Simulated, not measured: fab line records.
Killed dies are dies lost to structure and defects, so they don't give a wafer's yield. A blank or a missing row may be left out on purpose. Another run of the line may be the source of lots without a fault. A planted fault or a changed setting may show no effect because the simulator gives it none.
Struck lot and sound lot, side by side || flow sky130 || 18 steps out of a route of 708
Sound: these wafers, L604.2, L604.3, L604.6. Struck: wafers L609.1, L609.2, L609.4. Last of all comes the cause.
Per side, at each step with rows, come the tool, then ch with its chambers, and then its first start. Under that, the readings that differ: sound wafers || struck wafers || difference of the means || sigmas: that difference in standard deviations of wafers without a fault.
alike: same words and numbers on both sides, and readings whose means sit less than 2 such deviations apart. not compared: any withheld reading, any reading some wafer has no value for, any bound like >300 that may hide the same value, and any number with overlapping values for which the record gives no deviation.
The two part at a step that has a row with sigmas, a row that says differs or no value, or rows on one side only. Numbers that don't overlap but have no deviation are shown without sigmas and don't part them. Lack of a reading on every wafer of one side parts them only where that side has two or more wafers.

first, 4 steps without rows for these wafers: SKY_VT_ADJUST_LVTN_SOFTBAKE_03; SKY_VT_ADJUST_LVTN_EXPOSE_04 (exposes mask NWM COMPLEMENT LESS NATIVE, target cd 840 nm); SKY_VT_ADJUST_LVTN_PEB_05; SKY_VT_ADJUST_LVTN_DEVELOP_06 (develop time 60 s).
SKY_VT_ADJUST_LVTN_OVL_MEAS_07:
  sound on overlay-02, day 9 11:04; struck on overlay-02, day 10 14:22
{"reading": "VT_ADJUST_LVTN_OVL (nm)", "sound": "2.5 2.5 2.0", "struck": "-3.1 -3.1 -3.8", "difference": -5.7, "sigmas": -4}
next, for these wafers, 1 step has no rows: SKY_VT_ADJUST_LVTN_IMPLANT_08.
SKY_VT_ADJUST_LVTN_STRIP_09: strips in O2/N2.
  sound on plasma-asher-03 ch 0,1, day 9 11:30; struck on plasma-asher-03 ch 0,1, day 10 14:34
  alike: drypump-motor-current-A, n2-flow-sccm, o2-flow-sccm, oes-product-au, strip-time-to-endpoint-s
  not compared: rf-hours-counter-h
SKY_VT_ADJUST_LVTN_TW_MEAS_10:
  sound on film-metro-04, day 9 11:37; struck on film-metro-03, day 10 14:40
{"reading": "VT_ADJUST_LVTN_TW", "sound": "237 237 237", "struck": "244 245 244", "difference": "+7", "sigmas": "+2"}
then, 4 steps without rows for these wafers: SKY_VT_ADJUST_LVTN_DEHYDRATE_11 (time 60 s); SKY_VT_ADJUST_LVTN_HMDS_12 (prime time 61.34 s); SKY_VT_ADJUST_LVTN_COAT_13 (resist thk 1140 nm); SKY_VT_ADJUST_LVTN_SOFTBAKE_14 (time 60 s).
SKY_VT_ADJUST_LVTN_EXPOSE_15: exposes mask HVN STD DERIVED, target cd 600 nm.
  sound on iline-stepper-02 ch 0, day 9 22:58; struck on iline-stepper-02 ch 0, day 11 01:33
{"reading": "model.VT_ADJUST_LVTN.overlay-x-nm (nm)", "sound": "-0.8012 -0.8012 -0.8012", "struck": "183.7 183.7 183.7", "difference": "+184.5", "sigmas": ""}
  alike: mask, focus-offset-nm, reticle-temp-C
then, 2 steps without rows for these wafers: SKY_VT_ADJUST_LVTN_PEB_16; SKY_VT_ADJUST_LVTN_DEVELOP_17 (develop time 60 s).
SKY_VT_ADJUST_LVTN_OVL_MEAS_18:
  sound on overlay-02, day 10 09:43; struck on overlay-02, day 11 13:07
{"reading": "VT_ADJUST_LVTN_01_OVL (nm)", "sound": "-0.8 -2.2 -1.4", "struck": "183.4 183.3 182.4", "difference": "+184.5", "sigmas": "+99 or more"}
then, 2 steps without rows for these wafers: SKY_VT_ADJUST_LVTN_IMPLANT_19; SKY_PAD_OPEN_PROBE_99.

== WHERE THEY PART ==
Last at SKY_VT_ADJUST_LVTN_OVL_MEAS_18 as far as this record goes, first at SKY_VT_ADJUST_LVTN_OVL_MEAS_07.

WHY: whatever the simulator had introduced
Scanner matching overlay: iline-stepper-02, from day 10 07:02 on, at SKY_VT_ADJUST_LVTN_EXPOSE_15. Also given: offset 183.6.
